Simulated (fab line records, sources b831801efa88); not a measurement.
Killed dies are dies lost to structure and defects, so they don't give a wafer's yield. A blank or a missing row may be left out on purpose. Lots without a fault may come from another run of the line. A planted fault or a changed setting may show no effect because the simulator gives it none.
fab line records | flow sky130
record lots=10 wafers=29 last_day=50
route steps=708 shown SPACER@306 VIA4@650 PASSIVATION@684 PAD_OPEN@708
lots that met no fault: from a run of the same line without faults
start_h: hours from the record's first day to the start of the lot's first wafer shown | wait_h: hours since the lot's step before | " the same as in the row above | L1.1+2: a row that stands for several wafers | - no value, or no start given | * or withheld: withheld | < > ~ a bound
route shown NAME@n: a module of which the file shows steps, and the number in the route of the first | usual: mean/standard deviation of fault-free wafers | same: alike in all rows | chamber/n: place in a boat | sites: the reading at each site | _std_site: their standard deviation | _edge_site: outer sites' mean less inner sites' | radius_mm: how far each site lies from the wafer's centre | mask NAME#n: copy n | behind: the tool/chamber that last shaped the wafer | hold: why the lot was held/for how many hours/how that ended | device: the transistor (n, p or np) that didn't switch | end of line: the same wafers' tests at the end of the route | a step without rows: its recipe alone | killed: dies lost to structure and defects at the first sort, not the wafer's yield | map: a wafer's dies, x killed, . not, _ none there
set.NAME: the setting as run; set.NAME@STEP: as run at that earlier step | model.NAME: the simulator's own value behind a step, which no gauge read
steps of the route over a sample of lots; a table a step, a row a wafer
services: from which hour (start_h, from the record's first day; less than 0 if before it) a tool's chamber was out of use, for how many hours, and why
## steps
# step SKY_SPACER_ETCHBACK_02
# recipe chemistry=CH3F/O2 target=Si3N4 stop_on=SiO2 source_w=400 bias_w=80 pressure_mtorr=25 ch3f_flow_sccm=40 O2_flow_sccm=30 time_s=46.7 target_depth_a=450
# usual ch3f_flow_sccm=40.00/0.11 chamber_pressure_mTorr=25.002/0.022 drypump_motor_current_A=5.5/0.47 oes_product_au=0.855/0.0062 rf_fwd_power_W=396.3/1.6 throttle_valve_pct=10.563/0.0093
# columns lot.wafer tool chamber start_h wait_h ch3f_flow_sccm chamber_pressure_mTorr drypump_motor_current_A oes_product_au rf_fwd_power_W rf_hours_counter_h throttle_valve_pct
L706.2 rie_diel-04 2 547.69 0.0 40.00 25.025 5.0 0.857 396.9 2 10.568
L706.4 " 3 " " 40.00 25.030 5.2 0.853 395.6 9 10.582
L706.5 " 3 " " 40.21 25.002 5.2 0.852 396.1 - 10.562
L708.2 rie_diel-03 2 599.44 0.0 40.17 25.046 5.1 0.860 397.0 4 10.578
L708.4 " 1 " " 40.10 24.994 5.4 0.864 397.6 2 10.571
L708.6 " 0 " " 39.99 24.971 6.3 0.858 398.3 - 10.554
L710.1 rie_diel-03 1 607.79 0.1 40.01 24.998 5.4 0.845 397.4 2 10.551
L710.2 " 0 " " 39.91 25.001 6.3 0.863 397.6 15 10.570
L710.3 " 2 " " 39.91 25.011 5.1 0.862 398.5 5 10.561
L712.2 rie_diel-03 2 623.62 0.0 39.87 24.974 5.1 0.859 397.4 5 10.577
L712.3 " 1 " " 40.19 25.000 5.4 0.858 397.5 2 10.578
L712.6 " 2 " " 40.05 25.008 5.1 0.860 397.7 - 10.567
L713.2 rie_diel-03 3 629.04 0.0 40.05 24.982 5.2 0.852 394.6 31 10.557
L713.3 " 0 " " 40.04 24.986 6.3 0.849 398.3 15 10.552
L713.6 " 2 " " 39.99 25.037 5.1 0.858 396.7 - 10.567
L714.2 rie_diel-03 2 633.64 0.0 40.00 25.010 5.1 0.848 399.0 5 10.571
L714.6 " 2 " " 40.04 25.002 5.1 0.848 399.1 - 10.572
L722.2 rie_diel-04 3 687.09 0.0 40.01 24.992 5.2 0.849 395.6 13 10.542
L722.4 " 0 " " 39.96 25.044 5.1 0.863 394.7 50 10.555
L722.5 " 0 " " 40.08 25.019 5.0 0.855 394.8 - 10.566
L724.1 rie_diel-04 1 695.44 0.1 39.91 25.036 6.3 0.866 393.2 53 10.559
L724.5 " 3 " " 40.05 24.943 5.2 0.863 396.2 - 10.558
L724.6 " 2 " " 39.95 24.959 5.0 0.857 395.4 - 10.561
L726.1 rie_diel-03 1 719.00 0.1 39.93 24.987 5.4 0.862 397.0 5 10.565
L726.2 " 3 " " 39.95 24.976 5.2 0.864 395.7 33 10.558
L726.4 " 0 " " 40.20 24.972 6.3 0.852 399.0 17 10.549
L727.4 rie_diel-04 0 720.23 0.0 39.95 24.996 5.0 0.850 395.2 - 10.563
L727.5 " 2 " " 39.98 25.034 5.0 0.851 395.9 - 10.567
L727.6 " 3 " " 39.85 24.991 5.2 0.842 394.9 - 10.563
# step SKY_VIA4_OVL_MEAS_11
# usual VIA4_OVL=-0.8/1.3
# columns lot.wafer tool chamber start_h wait_h VIA4_OVL[nm]
L706.2 overlay-02 - 1023.14 0.1 -1.8
L706.4 " - " " -0.9
L706.5 " - " " -1.3
L708.2 overlay-02 - 1064.24 0.1 0.3
L708.4 " - " " -0.1
L708.6 " - " " -0.4
L710.1 overlay-01 - 1067.73 0.1 1.5
L710.2 " - " " 0.3
L710.3 " - " " 0.1
L712.2 overlay-02 - 1083.39 0.1 -0.3
L712.3 " - " " 0.4
L712.6 " - " " -0.1
L713.2 overlay-01 - 1085.28 0.1 0.5
L713.3 " - " " 1.2
L713.6 " - " " 1.5
L714.2 overlay-01 - 1088.78 0.1 -0.2
L714.6 " - " " 0.0
L722.2 overlay-02 - 1129.39 0.1 -0.7
L722.4 " - " " -1.9
L722.5 " - " " -0.8
L724.1 overlay-01 - 1133.47 0.1 0.0
L724.5 " - " " -0.4
L724.6 " - " " 0.7
L726.1 overlay-01 - 1149.19 0.1 -0.8
L726.2 " - " " -0.9
L726.4 " - " " -1.3
L727.4 overlay-02 - 1152.76 0.1 0.5
L727.5 " - " " -0.2
L727.6 " - " " 0.3
# step SKY_VIA4_SPUTTER_17
# recipe material=TiN target_thk_nm=20 chamber_pressure_pa=5 power_w=4000 time_s=80
# usual throttle_valve_pct=30.0/1.2
# columns lot.wafer tool chamber start_h wait_h throttle_valve_pct
L706.2 pvd_sputter-01 - 1023.87 0.0 29.9
L706.4 " - " " 30.0
L706.5 " - " " 28.4
L708.2 pvd_sputter-01 - 1064.94 0.0 30.8
L708.4 " - " " 29.9
L708.6 " - " " 29.9
L710.1 pvd_sputter-01 - 1068.45 0.0 29.9
L710.2 " - " " 28.4
L710.3 " - " " 29.8
L712.2 pvd_sputter-02 - 1084.08 0.0 30.0
L712.3 " - " " 32.0
L712.6 " - " " 30.5
L713.2 pvd_sputter-04 - 1086.04 0.0 31.0
L713.3 " - " " 29.4
L713.6 " - " " 31.2
L714.2 pvd_sputter-04 - 1089.91 0.0 29.3
L714.6 " - " " 31.3
L722.2 pvd_sputter-01 - 1130.09 0.0 28.2
L722.4 " - " " 29.8
L722.5 " - " " 28.2
L724.1 pvd_sputter-02 - 1134.23 0.0 30.3
L724.5 " - " " 32.2
L724.6 " - " " 28.9
L726.1 pvd_sputter-01 - 1149.89 0.0 28.1
L726.2 " - " " 30.7
L726.4 " - " " 30.0
L727.4 pvd_sputter-01 - 1153.44 0.0 29.9
L727.5 " - " " 29.9
L727.6 " - " " 28.2
# step SKY_PASSIVATION_THK_MEAS_03
# recipe reads=Si3N4_of_PASSIVATION_CVD_02
# usual PASSIVATION_CVD_02_THK=539/7.2
# columns lot.wafer tool chamber start_h wait_h hold PASSIVATION_CVD_02_THK[nm]
L706.2 film_metro-02 - 1050.81 - - 542
L706.4 " - " " - 533
L706.5 " - " " - 537
L708.2 film_metro-03 - 1089.22 - - 541
L708.4 " - " " - 547
L708.6 " - " " - 547
L710.1 film_metro-03 - 1091.50 - - 533
L710.2 " - " " - 531
L710.3 " - " " - 541
L712.2 film_metro-02 - 1107.24 - - 531
L712.3 " - " " - 534
L712.6 " - " " - 544
L713.2 film_metro-03 - 1108.83 - - 542
L713.3 " - " " - 534
L713.6 " - " " - 562
L714.2 film_metro-02 - 1111.80 - await_dispo/0.2h/release 535
L714.6 " - " " await_dispo/0.2h/release 531
L714.2 film_metro-02 - 1112.03 0.2 - 535
L714.6 " - " " - 531
L722.2 film_metro-02 - 1151.78 - - 532
L722.4 " - " " - 541
L722.5 " - " " - 541
L724.1 film_metro-04 - 1156.03 - - 530
L724.5 " - " " - 544
L724.6 " - " " - 538
L726.1 film_metro-04 - 1168.46 - - 545
L726.2 " - " " - 550
L726.4 " - " " - 556
L727.4 film_metro-03 - 1172.97 - - 541
L727.5 " - " " - 545
L727.6 " - " " - 539
# step SKY_PASSIVATION_DEHYDRATE_04
# recipe temp_c=200 time_s=60
# usual plate_temp_C=200.02/0.16
# columns lot.wafer tool chamber start_h wait_h hold plate_temp_C
L706.2 litho_track-03 0 1060.46 9.6 - 199.97
L706.4 " 0 " " - 199.97
L706.5 " 0 " " - 199.71
L708.2 litho_track-01 0 1099.25 10.0 - 199.80
L708.4 " 0 " " - 199.89
L708.6 " 0 " " - 200.07
L710.1 litho_track-03 0 1101.34 9.8 - 200.17
L710.2 " 0 " " - 199.98
L710.3 " 0 " " - 200.16
L712.2 litho_track-01 0 1115.25 8.0 - 200.10
L712.3 " 0 " " - 200.00
L712.6 " 0 " " - 200.08
L713.2 litho_track-01 0 1117.30 8.5 - 200.22
L713.3 " 0 " " - 200.18
L713.6 " 0 " " - 200.21
L714.2 litho_track-03 0 1120.61 8.6 await_dispo/7.9h/release 199.72
L714.6 " 0 " " await_dispo/7.9h/release 199.74
L722.2 litho_track-01 0 1159.75 8.0 - 200.02
L722.4 " 0 " " - 200.08
L722.5 " 0 " " - 199.82
L724.1 litho_track-01 0 1164.18 8.1 - 200.01
L724.5 " 0 " " - 199.96
L724.6 " 0 " " - 200.10
L726.1 litho_track-01 0 1177.23 8.8 - 200.04
L726.2 " 0 " " - 200.06
L726.4 " 0 " " - 199.96
L727.4 litho_track-03 0 1180.81 7.8 - 200.09
L727.5 " 0 " " - 199.92
L727.6 " 0 " " - 200.04
# step SKY_PASSIVATION_STRIP_12
# recipe chemistry=O2/N2 power_w=1400 pressure_mtorr=1500 platen_temp_c=withheld overash_fraction=0.7 o2_flow_sccm=3000 n2_flow_sccm=300
# usual chamber_pressure_mTorr=1500.0/1.3 drypump_motor_current_A=5.89/0.29 oes_product_au=0.661/0.0048 strip_time_to_endpoint_s=31.53/0.15
# columns lot.wafer tool chamber start_h wait_h chamber_pressure_mTorr drypump_motor_current_A oes_product_au rf_hours_counter_h strip_time_to_endpoint_s
L706.2 plasma_asher-01 1 1072.23 0.1 1501.5 5.80 0.659 1 31.80
L706.4 " 1 " " 1501.3 5.78 0.659 - 31.72
L706.5 " 1 " " 1501.1 5.80 0.664 - 31.74
L708.2 plasma_asher-02 1 1109.28 0.1 1500.9 5.72 0.666 35 31.71
L708.4 " 1 " " 1499.6 5.75 0.664 - 31.30
L708.6 " 1 " " 1500.4 5.73 0.660 - 31.60
L710.1 plasma_asher-01 0 1110.74 0.1 1502.0 6.31 0.671 5 31.55
L710.2 " 1 " " 1501.0 5.79 0.670 5 31.51
L710.3 " 0 " " 1498.3 6.31 0.662 - 31.49
L712.2 plasma_asher-04 0 1126.19 0.1 1501.5 5.70 0.661 100 31.59
L712.3 " 0 " " 1497.8 5.69 0.661 - 31.86
L712.6 " 1 " " 1500.4 5.32 0.654 - 31.92
L713.2 plasma_asher-02 1 1127.69 0.1 1499.7 5.73 0.660 37 31.45
L713.3 " 1 " " 1500.6 5.72 0.668 - 31.50
L713.6 " 1 " " 1500.4 5.75 0.664 - 31.61
L714.2 plasma_asher-01 0 1131.44 0.1 1498.5 6.32 0.649 7 31.80
L714.6 " 1 " " 1502.4 5.78 0.658 - 31.81
L722.2 plasma_asher-01 0 1169.14 0.1 1499.4 6.33 0.660 12 31.59
L722.4 " 0 " " 1501.5 6.31 0.663 - 31.56
L722.5 " 0 " " 1501.0 6.34 0.661 - 31.58
L724.1 plasma_asher-01 1 1173.74 0.1 1497.9 5.80 0.667 12 31.46
L724.5 " 0 " " 1500.7 6.30 0.653 - 31.44
L724.6 " 1 " " 1498.0 5.77 0.658 - 31.36
L726.1 plasma_asher-04 1 1185.35 0.1 1502.6 5.31 0.663 106 31.68
L726.2 " 0 " " 1498.7 5.70 0.663 106 31.65
L726.4 " 0 " " 1500.4 5.70 0.667 - 31.69
L727.4 plasma_asher-02 0 1189.07 0.1 1500.3 5.91 0.661 - 31.39
L727.5 " 1 " " 1500.6 5.71 0.662 - 31.44
L727.6 " 0 " " 1501.9 5.89 0.652 - 31.52
# step SKY_PAD_OPEN_PROBE_99
# usual killed_at_M0_to_M3=42/6.2 killed_at_M4_up=3.0/1.8 killed_at_contacts=25/5.9 killed_at_front_end=15/4.5 killed_at_other=0.2/0.45 killed_dies=85/9.9 killed_on_rim=17/3.5 killed_open=47/6.7 killed_short=39/6.4
# same gross_dies=492 killed_at_back_side=0
# columns lot.wafer tool chamber start_h wait_h hold killed_at_M0_to_M3 killed_at_M4_up killed_at_contacts killed_at_front_end killed_at_other killed_dies killed_on_rim killed_open killed_short
L706.2 prober-01 - 1095.11 0.1 - 43 4 27 15 0 89 14 52 37
L706.4 prober-01 - 1095.21 0.2 - 35 4 20 17 0 76 12 41 35
L706.5 prober-01 - 1095.26 0.2 - 45 2 17 21 1 86 13 45 41
L708.2 prober-01 - 1131.14 0.1 - 38 3 27 16 1 85 11 37 48
L708.4 prober-01 - 1131.24 0.2 - 40 5 28 22 0 95 17 47 48
L708.6 prober-01 - 1131.34 0.2 - 44 1 32 13 0 90 21 44 46
L710.1 prober-02 - 1133.05 0.1 - 39 1 40 18 1 99 19 50 49
L710.2 prober-02 - 1133.10 0.1 - 47 4 24 14 1 90 18 52 38
L710.3 prober-02 - 1133.15 0.2 - 47 1 24 11 0 83 20 43 40
L712.2 prober-01 - 1148.89 0.1 - 40 2 13 17 1 73 13 33 40
L712.3 prober-01 - 1148.94 0.2 - 46 3 23 11 1 84 16 46 38
L712.6 prober-01 - 1149.09 0.2 - 46 3 23 10 0 82 16 42 40
L713.2 prober-02 - 1150.39 0.1 - 40 3 30 21 0 94 18 46 48
L713.3 prober-02 - 1150.44 0.2 - 51 2 30 15 0 98 20 50 48
L713.6 prober-02 - 1150.59 0.2 - 53 1 30 14 0 98 19 50 48
L714.2 prober-02 - 1153.54 0.1 await_dispo/7.1h/release 47 2 27 66 0 142 20 47 41
L714.6 prober-02 - 1153.74 0.2 await_dispo/7.1h/release 32 1 20 72 1 126 21 41 30
L722.2 prober-01 - 1188.26 0.1 - 35 7 23 14 0 79 16 33 46
L722.4 prober-01 - 1188.36 0.2 - 50 6 29 20 0 105 14 57 48
L722.5 prober-01 - 1188.41 0.2 - 47 6 19 20 0 92 21 50 42
L724.1 prober-01 - 1192.29 0.1 - 39 5 33 16 0 93 16 55 38
L724.5 prober-01 - 1192.49 0.2 - 39 4 30 19 0 92 16 47 45
L724.6 prober-01 - 1192.54 0.2 - 45 2 30 16 0 93 19 51 42
L726.1 prober-02 - 1203.70 0.1 - 45 4 19 14 0 82 16 45 37
L726.2 prober-02 - 1203.75 0.1 - 40 3 18 18 0 79 11 41 38
L726.4 prober-02 - 1203.85 0.2 - 40 6 30 24 0 100 17 53 47
L727.4 prober-02 - 1207.30 0.2 - 40 5 29 11 0 85 20 55 30
L727.5 prober-02 - 1207.35 0.2 - 39 2 22 12 0 75 18 44 31
L727.6 prober-02 - 1207.40 0.2 - 48 3 39 18 1 109 25 69 40
# killed by level:class
L706.2 LI_CONTACT:geometric_particle:open=12 VIA1:geometric_particle:open=12 CONTACT:geometric_particle:open=7 FIELD_ISO:geometric_particle:short=5 VIA2:geometric_particle:open=5 VIA1:geometric_particle:short=5 VIA3:geometric_particle:open=5 POLY_GATE:geometric_particle:short=4
L706.4 VIA1:geometric_particle:open=10 LI_CONTACT:geometric_particle:open=8 METAL1:geometric_particle:short=7 FIELD_ISO:geometric_particle:short=6 CONTACT:geometric_particle:open=5 FIELD_ISO:geometric_particle:open=4 VIA3:geometric_particle:short=4 POLY_GATE:geometric_particle:open=3
L706.5 VIA1:geometric_particle:open=17 FIELD_ISO:geometric_particle:short=8 VIA1:geometric_particle:short=8 CONTACT:geometric_particle:open=8 FIELD_ISO:geometric_particle:open=6 CONTACT:geometric_particle:short=4 METAL1:geometric_particle:short=4 VIA2:geometric_particle:short=4
L708.2 LI_CONTACT:geometric_particle:open=8 METAL2:geometric_particle:short=8 CONTACT:geometric_particle:open=7 FIELD_ISO:geometric_particle:short=5 LI_CONTACT:geometric_particle:short=5 VIA1:geometric_particle:short=5 VIA1:geometric_particle:open=5 METAL3:geometric_particle:short=4
L708.4 CONTACT:geometric_particle:open=12 VIA1:geometric_particle:open=10 FIELD_ISO:geometric_particle:short=8 VIA3:geometric_particle:open=6 CONTACT:geometric_particle:short=6 LI_CONTACT:geometric_particle:open=5 METAL2:geometric_particle:short=5 METAL4:geometric_particle:short=4
L708.6 LI_CONTACT:geometric_particle:open=10 VIA1:geometric_particle:short=8 CONTACT:geometric_particle:open=7 VIA1:geometric_particle:open=6 CONTACT:geometric_particle:short=6 VIA2:geometric_particle:open=6 VIA3:geometric_particle:open=6 LOCAL_INTERCONNECT:geometric_particle:short=5
L710.1 CONTACT:geometric_particle:open=15 LI_CONTACT:geometric_particle:open=9 VIA1:geometric_particle:open=9 CONTACT:geometric_particle:short=8 METAL1:geometric_particle:short=6 LOCAL_INTERCONNECT:geometric_particle:short=6 VIA2:geometric_particle:open=5 VIA1:geometric_particle:short=5
L710.2 CONTACT:geometric_particle:open=13 VIA1:geometric_particle:open=12 METAL1:geometric_particle:short=7 VIA1:geometric_particle:short=6 POLY_GATE:geometric_particle:open=5 VIA3:geometric_particle:open=5 FIELD_ISO:geometric_particle:open=4 METAL2:geometric_particle:short=4
L710.3 VIA1:geometric_particle:open=12 VIA2:geometric_particle:open=8 CONTACT:geometric_particle:open=7 FIELD_ISO:geometric_particle:short=5 LI_CONTACT:geometric_particle:open=5 METAL3:geometric_particle:short=4 METAL2:geometric_particle:short=4 LI_CONTACT:geometric_particle:short=4
L712.2 METAL1:geometric_particle:short=10 FIELD_ISO:geometric_particle:open=5 FIELD_ISO:geometric_particle:short=5 CONTACT:geometric_particle:open=5 VIA1:geometric_particle:open=5 VIA2:geometric_particle:open=5 LI_CONTACT:geometric_particle:open=4 VIA2:geometric_particle:short=4
L712.3 VIA1:geometric_particle:open=10 CONTACT:geometric_particle:open=8 METAL2:geometric_particle:short=8 VIA1:geometric_particle:short=6 FIELD_ISO:geometric_particle:open=5 VIA2:geometric_particle:open=5 METAL1:geometric_particle:short=5 LI_CONTACT:geometric_particle:open=4
L712.6 VIA1:geometric_particle:open=10 VIA3:geometric_particle:open=9 METAL2:geometric_particle:short=7 CONTACT:geometric_particle:short=7 LI_CONTACT:geometric_particle:open=6 METAL1:geometric_particle:short=6 CONTACT:geometric_particle:open=5 VIA2:geometric_particle:open=5
L713.2 VIA1:geometric_particle:open=10 CONTACT:geometric_particle:open=10 LI_CONTACT:geometric_particle:open=7 FIELD_ISO:geometric_particle:short=6 POLY_GATE:geometric_particle:short=6 CONTACT:geometric_particle:short=6 VIA1:geometric_particle:short=5 VIA3:geometric_particle:open=5
L713.3 VIA2:geometric_particle:open=11 CONTACT:geometric_particle:open=10 METAL1:geometric_particle:short=10 LI_CONTACT:geometric_particle:open=9 VIA1:geometric_particle:open=8 VIA1:geometric_particle:short=7 POLY_GATE:geometric_particle:short=5 VIA3:geometric_particle:open=5
L713.6 VIA1:geometric_particle:open=11 CONTACT:geometric_particle:open=9 LOCAL_INTERCONNECT:geometric_particle:short=7 VIA1:geometric_particle:short=7 METAL3:geometric_particle:short=7 LI_CONTACT:geometric_particle:open=6 METAL1:geometric_particle:short=6 VIA3:geometric_particle:short=6
L714.2 SPACER:unspecified=54 VIA1:geometric_particle:open=12 METAL2:geometric_particle:short=9 VIA3:geometric_particle:open=9 LI_CONTACT:geometric_particle:open=7 LOCAL_INTERCONNECT:geometric_particle:short=6 CONTACT:geometric_particle:open=6 CONTACT:geometric_particle:short=5
L714.6 SPACER:unspecified=55 VIA1:geometric_particle:open=9 LI_CONTACT:geometric_particle:open=8 VIA3:geometric_particle:open=7 FIELD_ISO:geometric_particle:open=5 CONTACT:geometric_particle:short=5 CONTACT:geometric_particle:open=5 FIELD_ISO:geometric_particle:short=4
L722.2 METAL1:geometric_particle:short=9 FIELD_ISO:geometric_particle:short=7 VIA1:geometric_particle:open=6 LI_CONTACT:geometric_particle:open=6 CONTACT:geometric_particle:open=6 METAL4:geometric_particle:short=6 LI_CONTACT:geometric_particle:short=5 VIA3:geometric_particle:open=5
L722.4 CONTACT:geometric_particle:open=9 METAL2:geometric_particle:short=9 LI_CONTACT:geometric_particle:open=8 VIA1:geometric_particle:open=8 VIA3:geometric_particle:open=8 VIA2:geometric_particle:open=6 FIELD_ISO:geometric_particle:short=5 METAL4:geometric_particle:short=5
L722.5 VIA1:geometric_particle:open=13 METAL2:geometric_particle:short=9 FIELD_ISO:geometric_particle:short=7 CONTACT:geometric_particle:short=6 CONTACT:geometric_particle:open=6 VIA3:geometric_particle:open=6 METAL1:geometric_particle:short=5 FIELD_ISO:geometric_particle:open=4
L724.1 CONTACT:geometric_particle:open=12 VIA1:geometric_particle:open=11 VIA2:geometric_particle:open=10 LI_CONTACT:geometric_particle:open=8 LOCAL_INTERCONNECT:geometric_particle:short=6 METAL4:geometric_particle:short=5 FIELD_ISO:geometric_particle:short=4 LI_CONTACT:geometric_particle:short=4
L724.5 CONTACT:geometric_particle:open=11 FIELD_ISO:geometric_particle:short=8 VIA1:geometric_particle:open=8 VIA3:geometric_particle:open=8 CONTACT:geometric_particle:short=7 LOCAL_INTERCONNECT:geometric_particle:short=6 METAL2:geometric_particle:short=5 VIA2:geometric_particle:open=5
L724.6 VIA2:geometric_particle:open=11 LI_CONTACT:geometric_particle:open=10 VIA3:geometric_particle:open=10 CONTACT:geometric_particle:open=7 VIA1:geometric_particle:open=6 VIA1:geometric_particle:short=6 FIELD_ISO:geometric_particle:short=5 LOCAL_INTERCONNECT:geometric_particle:short=5
L726.1 VIA1:geometric_particle:open=11 CONTACT:geometric_particle:open=9 VIA1:geometric_particle:short=7 VIA2:geometric_particle:open=6 LOCAL_INTERCONNECT:geometric_particle:short=6 FIELD_ISO:geometric_particle:open=5 METAL2:geometric_particle:short=5 METAL2:geometric_particle:open=4
L726.2 VIA1:geometric_particle:open=13 POLY_GATE:geometric_particle:open=6 CONTACT:geometric_particle:open=6 VIA1:geometric_particle:short=6 LOCAL_INTERCONNECT:geometric_particle:short=5 FIELD_ISO:geometric_particle:short=4 POLY_GATE:geometric_particle:short=4 CONTACT:geometric_particle:short=4
L726.4 VIA1:geometric_particle:open=12 CONTACT:geometric_particle:open=10 VIA2:geometric_particle:open=9 LOCAL_INTERCONNECT:geometric_particle:short=6 CONTACT:geometric_particle:short=6 METAL4:geometric_particle:short=6 FIELD_ISO:geometric_particle:open=5 POLY_GATE:geometric_particle:short=5
L727.4 CONTACT:geometric_particle:open=12 LI_CONTACT:geometric_particle:open=9 VIA1:geometric_particle:open=9 VIA3:geometric_particle:open=7 METAL2:geometric_particle:short=6 VIA1:geometric_particle:short=5 VIA2:geometric_particle:open=5 CONTACT:geometric_particle:short=4
L727.5 VIA2:geometric_particle:open=10 VIA1:geometric_particle:open=8 CONTACT:geometric_particle:open=8 LI_CONTACT:geometric_particle:open=6 VIA2:geometric_particle:short=5 FIELD_ISO:geometric_particle:short=4 METAL2:geometric_particle:short=4 VIA1:geometric_particle:short=4
L727.6 VIA2:geometric_particle:open=14 CONTACT:geometric_particle:open=12 VIA1:geometric_particle:open=11 LI_CONTACT:geometric_particle:open=9 CONTACT:geometric_particle:short=9 POLY_GATE:geometric_particle:open=7 FIELD_ISO:geometric_particle:open=5 METAL2:geometric_particle:short=5
## services
# columns tool chamber start_h hours kind
rie_diel-03 - 550.44 2.8 pm
rie_diel-04 - 559.06 2.8 pm
pvd_sputter-01 - 579.69 0.5 repair
rie_diel-03 0 610.19 7.1 repair
plasma_asher-01 - 610.32 2.5 repair
plasma_asher-01 - 634.12 0.9 repair
rie_diel-04 2 645.78 6.6 repair
plasma_asher-01 - 655.81 1.4 repair
rie_diel-03 2 679.96 5.7 repair
pvd_sputter-01 - 733.14 7.9 repair
rie_diel-03 1 733.46 12.6 repair
rie_diel-04 1 749.76 14.4 repair
pvd_sputter-01 - 768.24 0.6 repair
rie_diel-04 - 795.13 14.6 pm
rie_diel-03 0 796.75 4.4 repair
rie_diel-04 - 814.80 0.6 repair
pvd_sputter-01 - 819.52 3.0 repair
plasma_asher-01 - 905.11 3.0 repair
rie_diel-03 3 937.78 2.5 repair
rie_diel-03 0 942.42 5.4 repair
pvd_sputter-01 - 944.01 3.1 repair
rie_diel-03 0 975.41 4.7 repair
plasma_asher-01 - 1055.31 9.0 pm
rie_diel-03 - 1057.49 74.4 repair
## key
first_sign step=SKY_PAD_OPEN_PROBE_99 reading=killed_at_front_end direction=up sigmas=12 usual=15 struck=69
effect step=SKY_PAD_OPEN_PROBE_99 reading=killed_dies direction=up sigmas=4.9 usual=85 struck=134
met_at SKY_SPACER_ETCHBACK_02
struck_lots L714
struck_wafers L714.2,L714.6
tester_left_out L714
not_acting_at SKY_VIA4_OVL_MEAS_11,SKY_VIA4_SPUTTER_17,SKY_PASSIVATION_STRIP_12
onset_between 629.04 633.64
fault kind=chamber_particle_source tool=rie_diel-03 chamber=2 onset_h=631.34 steps=SKY_SPACER_ETCHBACK_02 rate_per_visit_cm2=1.0726 end_h=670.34
# tester_left_out: of these lots the tester's yield and bins aren't shown, on N5 and GAA mostly nor the transistor test; their killed dies are dies lost to structure and defects alone, not to doping, threshold or leakage, so they don't give the yield
